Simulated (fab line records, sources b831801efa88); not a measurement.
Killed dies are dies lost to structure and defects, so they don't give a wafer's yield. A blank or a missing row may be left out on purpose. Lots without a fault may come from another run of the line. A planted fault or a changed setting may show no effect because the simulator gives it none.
Chamber matching | flow gf180mcu | GF_V4_CMP_04 on cmp-02: 4 sister chambers
The step polishes SiO2. 24 wafers are shown with their chamber, then 12 later ones without.

WAFERS WITH THEIR CHAMBER
wafer  | chamber | motor_current_A (A) | time_to_endpoint_s (s)
L076.1 | 2       | 12.3                | 80
L076.3 | 1       | 13.5                | 80
L076.5 | 0       | 11.4                | 77
L077.1 | 1       | 14.0                | 85
L077.5 | 1       | 13.6                | 99
L077.6 | 2       | 12.1                | 88
L078.2 | 3       | 10.3                | 80
L078.3 | 2       | 11.9                | 78
L078.5 | 2       | 11.9                | 93
L079.2 | 2       | 12.0                | 91
L079.3 | 3       | 10.2                | 73
L079.4 | 0       | 10.9                | 86
L082.2 | 3       | 10.5                | 76
L082.3 | 1       | 13.9                | 85
L082.4 | 2       | 11.8                | 94
L083.2 | 1       | 14.0                | 84
L083.4 | 2       | 12.6                | 87
L083.6 | 1       | 13.2                | 80
L085.1 | 2       | 12.0                | 89
L085.5 | 1       | 13.8                | 91
L085.6 | 0       | 11.3                | 74
L086.3 | 1       | 14.2                | 82
L086.4 | 0       | 11.3                | 81
L086.5 | 3       | 10.7                | 80

SIGNATURES (means of the wafers above)
reading            | chamber 0 | chamber 1 | chamber 2 | chamber 3 | scatter within a chamber
motor_current_A    | 11.225    | 13.775    | 12.075    | 10.425    | 0.274
time_to_endpoint_s | 79.50     | 85.75     | 87.50     | 77.25     | 5.64
Rule: a wafer's distance from a chamber is the root of the sum, over the readings, of the square of ((its reading less the chamber's mean) divided by the reading's scatter). The wafer belongs to the nearest chamber; if the next one is less than 2 further off, it can't be placed. The scatter: the root of (the sum of the squares of (reading less its chamber's mean) over the shown wafers, divided by (wafers less chambers)).

WAFERS WITHOUT THEIR CHAMBER
wafer  | motor_current_A (A) | time_to_endpoint_s (s)
L091.4 | 12.3                | 87
L091.5 | 10.8                | 82
L091.6 | 13.6                | 83
L095.2 | 11.1                | 79
L095.5 | 12.1                | 87
L095.6 | 14.1                | 92
L096.2 | 10.8                | 74
L096.3 | 11.1                | 74
L096.5 | 10.7                | 70
L097.1 | 12.4                | 92
L097.3 | 11.6                | 78
L097.5 | 11.2                | 92

WHICH CHAMBER EACH WENT THROUGH
wafer  | from the rows above          | in truth
L091.4 | 2                            | 2
L091.5 | can't be placed: 3 or 0      | 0
L091.6 | 1                            | 1
L095.2 | 0                            | 0
L095.5 | 2                            | 2
L095.6 | 1                            | 1
L096.2 | can't be placed: 3 or 0      | 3
L096.3 | can't be placed: 0 or 3      | 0
L096.5 | can't be placed: 3 or 0      | 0
L097.1 | 2                            | 2
L097.3 | can't be placed: 0 or 2      | 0
L097.5 | can't be placed: 0 or 2 or 3 | 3
Placed correctly: 6 of 12. Can't be placed from these rows: 6 (the true chamber is among the candidates in 6). Placed wrongly: 0.
